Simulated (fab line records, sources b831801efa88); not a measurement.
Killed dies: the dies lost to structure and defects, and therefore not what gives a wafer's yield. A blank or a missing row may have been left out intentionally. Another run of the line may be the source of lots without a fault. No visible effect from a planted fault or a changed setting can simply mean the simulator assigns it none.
Problem report in the 8D (eight disciplines) form, filled by code / flow sky130 / the parts of the form that need people (team, actions taken, sign-off) are left out

1. WHAT WENT WRONG
Wafers without a fault read 89.18 s, standard deviation 0.19; run length s at SKY_VT_ADJUST_LVTN_SOFTBAKE_14 reads a mean of 122.68 s on 2 wafers belonging to 2 lots. That is +99 or more standard deviations from the usual mean.
The step: time 60 s.
First seen on wafer L775.6, day 9 11:04, on litho track-02. The record has a number at this step for 39 wafers belonging to 13 lots. By rule, "out" or "out of limits" means more than 4 standard deviations away from the usual mean. Any other wafer with a number is counted as sound.

2. WHAT THIS IS AND IS NOT
question=which readings at this step | is=run length s | is not=-
question=which lots | is=L775, L779 | is not=L768, L769, L772, L773, L774, L783, L785, L787, L789, L790, L791
question=which wafers of those lots | is=L775.6, L779.6 | is not=L775.2, L775.3, L779.2, L779.3
question=read on which tools | is=litho track-02 | is not=litho track-01, litho track-04
question=when | is=from day 9 11:04 | is not=up to then (17 sound wafers); but 20 sound wafers of L779, L783, L785, L787, L789, L790, L791 came after

3. WHAT RULES OUT EACH SUSPECT
Counting: any tool at a process step up to the reading remains a suspect provided it ran every lot that is out. Sound lots after the first of them don't rule it out here, since some wafers of a struck lot are sound.
- litho track-02 at SKY_VT_ADJUST_LVTN_SOFTBAKE_14 (time 60 s): kept. It processed each lot that is out (first: L775, day 9 11:04); up to then, its last sound lot is L774 (day 9 00:47). Out on those wafers are its own readings of run length s.
After counting, what remains is litho track-02 at SKY_VT_ADJUST_LVTN_SOFTBAKE_14.

4. THE CAUSE (what the simulator had put in)
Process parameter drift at SKY_VT_ADJUST_LVTN_SOFTBAKE_14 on litho track-02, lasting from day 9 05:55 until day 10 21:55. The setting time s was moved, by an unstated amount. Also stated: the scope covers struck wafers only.
Only this tool survived the counting.

5. THE CHAIN OF EFFECTS, in route order
Each row: a reading whose mean over the struck wafers that have a number lies more than 3 standard deviations from the usual. Scope: only readings with a usual standard deviation given in the record; hours: median across lots of the time from each lot's start at the first step in this table that gives one to its start at this step; sigmas: change in usual standard deviations.
hours=0; step=SKY_VT_ADJUST_LVTN_SOFTBAKE_14; reading=run length s; usual=89.18 s; on struck wafers=122.68; change=+33.50; sigmas=+99 or more
hours=11; step=SKY_VT_ADJUST_LVTN_STRIP_20; reading=strip time to endpoint s; usual=14.18 s; on struck wafers=14.02; change=-0.16; sigmas=-3.6
It contains these process steps:
- SKY_VT_ADJUST_LVTN_SOFTBAKE_14: time 60 s.
- SKY_VT_ADJUST_LVTN_STRIP_20: strips in O2/N2.
Later measuring or inspecting steps at which every struck wafer that the step has a row for has a number for every such reading, and none has moved that far: SKY_VT_ADJUST_LVTN_OVL_MEAS_18.

6. WHAT WOULD HAVE CAUGHT IT SOONER
The fault began at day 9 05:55; the first out-of-limits reading in this record came at day 9 11:04, 5 hours later.
